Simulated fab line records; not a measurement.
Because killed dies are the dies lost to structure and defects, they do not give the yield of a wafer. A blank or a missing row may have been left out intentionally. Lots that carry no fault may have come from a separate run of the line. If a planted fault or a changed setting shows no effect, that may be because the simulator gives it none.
Struck lot and sound lot, side by side ; flow gf180mcu ; 15 out of 602 route steps
Sound: these wafers, L316.1, L316.5, L316.6. Wafers L326.1, L326.2, L326.4 were the ones struck. The cause comes at the end.
At each step with rows: each side's tool, then ch and its chambers, then its first start. Under that, the readings that differ: sound wafers ; struck wafers ; difference of the means ; sigmas: that difference in standard deviations of wafers without a fault.
alike: a reading whose means differ by less than 2 such deviations, as well as words and numbers matching on both sides. not compared: withheld readings; readings where some wafer has no value; bounds like >300 that might hide an equal value; numbers whose values overlap and for which the record gives no deviation.
A row with sigmas, a row that says differs or no value, or rows on one side alone: a step with any of these is where the two part. Numbers that have no deviation but don't overlap get no sigmas and don't part them. Lack of a reading on every wafer of one side parts them only where that side has two or more wafers.

first, 6 steps without rows for these wafers: GF_M3_HMDS_08 (prime time 60 s); GF_M3_COAT_09 (resist thk 1000 nm); GF_M3_SOFTBAKE_10 (time 60 s); GF_M3_EXPOSE_11 (exposes mask Metal3, target cd 280 nm); GF_M3_PEB_12 (peb time 90 s); GF_M3_DEVELOP_13 (develop time 60 s).
GF_M3_CD_MEAS_14: the cd target is 280 nm.
  sound on cd-sem-02 at day 21 20:58; struck on cd-sem-01 at day 25 09:18
  alike: cd-nm
GF_M3_OVL_MEAS_15:
  sound on overlay-02 at day 21 21:05; struck on overlay-02 at day 25 09:25
  alike: M3_OVL
GF_M3_METAL_ETCH_16: etches the open film in Cl2/BCl3, stops on SiO2, target depth 750.8 nm, time 125.1 s.
  sound on rie-metal-03 ch 0,1, day 21 21:07; struck on rie-metal-02 ch 0,1, day 25 09:28
reading;sound;struck;difference;sigmas
drypump-motor-current-A (A);5.4 5.7 5.4;6.2 6.6 6.2;+0.8;+2
  alike: oes-product-au, rf-fwd-power-W, throttle-valve-pct
  not compared: rf-hours-counter-h
GF_M3_STRIP_17: strips in O2/N2.
  sound on plasma-asher-01 ch 0,1, day 21 21:14; struck on plasma-asher-04 ch 0,1, day 25 09:35
  alike: drypump-motor-current-A, heater-power-w, oes-product-au, strip-time-to-endpoint-s
  not compared: rf-hours-counter-h
then, 2 steps without rows for these wafers: GF_M3_STRIP_18 (strips in post etch residue remover, time 1200 s); GF_M3_CLEAN_19 (cleans in DIW).
GF_V3_CVD_00: deposits SiO2, target thk 600 nm, time 100 s.
  sound on hdpcvd-02 ch 0,2, day 21 21:47; struck on hdpcvd-02 ch 0,1, day 25 10:07
reading;sound;struck;difference;sigmas
sih4-flow-sccm (sccm);60.19 59.86 60.04;50.94 50.85 50.97;-9.11;-61
model.SiO2_of_V3_CVD_00.thk-nm (nm);595.7 597.5 601.1;507.1 508.8 518.4;-86.7;
GF_V3_THK_MEAS_01:
  sound on film-metro-02 at day 21 21:52; struck on film-metro-04 at day 25 10:11
reading;sound;struck;difference;sigmas
V3_CVD_00_THK (nm);595 598 601;507 509 518;-87;-17
GF_V3_CVD_02: deposits SiO2 from TEOS, target thk 850 nm, time 94.851 s.
  sound on pecvd-04 ch 1,2, day 21 21:55; struck on pecvd-03 ch 1,2, day 25 10:15
  alike: heater-power-outer-w, heater-power-w, rf-fwd-power-W

## WHERE THEY PART
First at GF_M3_METAL_ETCH_16; last, within this record, at GF_V3_THK_MEAS_01. Later steps at which nothing parts them and some readings are alike: GF_V3_CVD_02.

WHY: the cause the simulator had injected
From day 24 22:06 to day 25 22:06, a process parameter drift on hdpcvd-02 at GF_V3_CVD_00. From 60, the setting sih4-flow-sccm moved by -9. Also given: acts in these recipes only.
